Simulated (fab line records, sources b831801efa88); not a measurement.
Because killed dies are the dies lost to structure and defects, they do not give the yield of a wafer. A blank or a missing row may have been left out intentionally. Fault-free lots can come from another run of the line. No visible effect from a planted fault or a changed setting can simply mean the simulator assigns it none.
Check of tool commonality | flow gf180mcu | 12 lots and 36 wafers in the sample

## WHY THIS WAS OPENED
GF_M1_RS_MEAS_05, reading M1_ALCU_RS: flagged on 3 of 12 lots. No-fault wafers: 0.0697 ohm/sq, standard deviation 0.00082.
Rule: a lot is flagged in two cases, either no wafer of it has a number, or all its wafers with numbers fall more than 4 standard deviations from that mean. All remaining lots are regarded as sound.

lot  | measured     | on            | M1_ALCU_RS (ohm/sq), wafer by wafer | flag
L272 | day 16 06:19 | film-metro-02 | 0.0693 0.0682 0.0694                |
L273 | day 16 21:15 | film-metro-01 | 0.0688 0.0701 0.0700                |
L277 | day 18 11:55 | film-metro-02 | 0.0695 0.0700 0.0704                |
L280 | day 19 19:55 | film-metro-01 | 0.0687 0.0694 0.0692                |
L282 | day 19 20:41 | film-metro-01 | 0.0702 0.0698 0.0714                |
L285 | day 21 11:37 | film-metro-02 | 7.1362 7.1081 7.0963                | FLAGGED
L286 | day 21 12:46 | film-metro-02 | 7.1602 7.0598 7.1272                | FLAGGED
L287 | day 22 01:25 | film-metro-01 | 7.1755 7.0936 7.1606                | FLAGGED
L288 | day 22 02:41 | film-metro-04 | 0.0698 0.0692 0.0689                |
L293 | day 23 09:10 | film-metro-02 | 0.0695 0.0688 0.0692                |
L294 | day 23 19:48 | film-metro-04 | 0.0707 0.0710 0.0702                |
L295 | day 23 21:23 | film-metro-02 | 0.0694 0.0698 0.0699                |
The numbers of the flagged lots are 7.1242 ohm/sq on average: +7.0545 ohm/sq against the usual, or +99 or more standard deviations.

## EACH LOT AND THE TOOL IT RAN ON
2 process steps preceding the reading are held in the record, out of 602 steps in the route. In each cell: the tool, then ch and the chambers that the sampled wafers went through, then the start.
lot  | flag    | GF_CONTACT_SPUTTER_23        | GF_M1_SPUTTER_02
L272 |         | pvd-sputter-01, day 16 05:26 | pvd-sputter-02, day 16 06:11
L273 |         | pvd-sputter-03, day 16 20:23 | pvd-sputter-02, day 16 21:08
L277 |         | pvd-sputter-02, day 18 11:04 | pvd-sputter-01, day 18 11:49
L280 |         | pvd-sputter-03, day 19 19:05 | pvd-sputter-01, day 19 19:50
L282 |         | pvd-sputter-03, day 19 19:50 | pvd-sputter-01, day 19 20:35
L285 | FLAGGED | pvd-sputter-02, day 21 10:46 | pvd-sputter-01, day 21 11:31
L286 | FLAGGED | pvd-sputter-03, day 21 11:56 | pvd-sputter-04, day 21 12:41
L287 | FLAGGED | pvd-sputter-01, day 22 00:26 | pvd-sputter-02, day 22 01:17
L288 |         | pvd-sputter-01, day 22 01:41 | pvd-sputter-02, day 22 02:32
L293 |         | pvd-sputter-03, day 23 08:20 | pvd-sputter-02, day 23 09:05
L294 |         | pvd-sputter-03, day 23 18:56 | pvd-sputter-02, day 23 19:41
L295 |         | pvd-sputter-02, day 23 20:31 | pvd-sputter-02, day 23 21:16
These steps, and what they do:
- GF_CONTACT_SPUTTER_23: material TiN, target thk 10 nm, time 40 s.
- GF_M1_SPUTTER_02: material AlCu, target thk 450 nm, time 23.9 s.
- GF_M1_RS_MEAS_05: measures by four-point-probe.

## FLAGGED AGAINST TOTAL, ONE TOOL AT A TIME (gauges that did the reading follow at the end)
step                  | tool           | lots run | flagged | share of the flagged lots | sound lots run after its first flagged lot
GF_CONTACT_SPUTTER_23 | pvd-sputter-01 | 3        | 1       | some                      | 1 (L288)
GF_CONTACT_SPUTTER_23 | pvd-sputter-02 | 3        | 1       | some                      | 1 (L295)
GF_CONTACT_SPUTTER_23 | pvd-sputter-03 | 6        | 1       | some                      | 2 (L293,L294)
GF_M1_SPUTTER_02      | pvd-sputter-01 | 4        | 1       | some                      | 0
GF_M1_SPUTTER_02      | pvd-sputter-02 | 7        | 1       | some                      | 4 (L288,L293,L294,L295)
GF_M1_SPUTTER_02      | pvd-sputter-04 | 1        | 1       | some                      | 0
GF_M1_RS_MEAS_05      | film-metro-01  | 4        | 1       | some                      | 0
GF_M1_RS_MEAS_05      | film-metro-02  | 6        | 2       | some                      | 2 (L293,L295)
GF_M1_RS_MEAS_05      | film-metro-04  | 2        | 0       | none                      | -

## THE TABLE: WHAT IT ALLOWS
No row of the table ran every flagged lot.

## WHAT THE SIMULATOR HAD PUT IN
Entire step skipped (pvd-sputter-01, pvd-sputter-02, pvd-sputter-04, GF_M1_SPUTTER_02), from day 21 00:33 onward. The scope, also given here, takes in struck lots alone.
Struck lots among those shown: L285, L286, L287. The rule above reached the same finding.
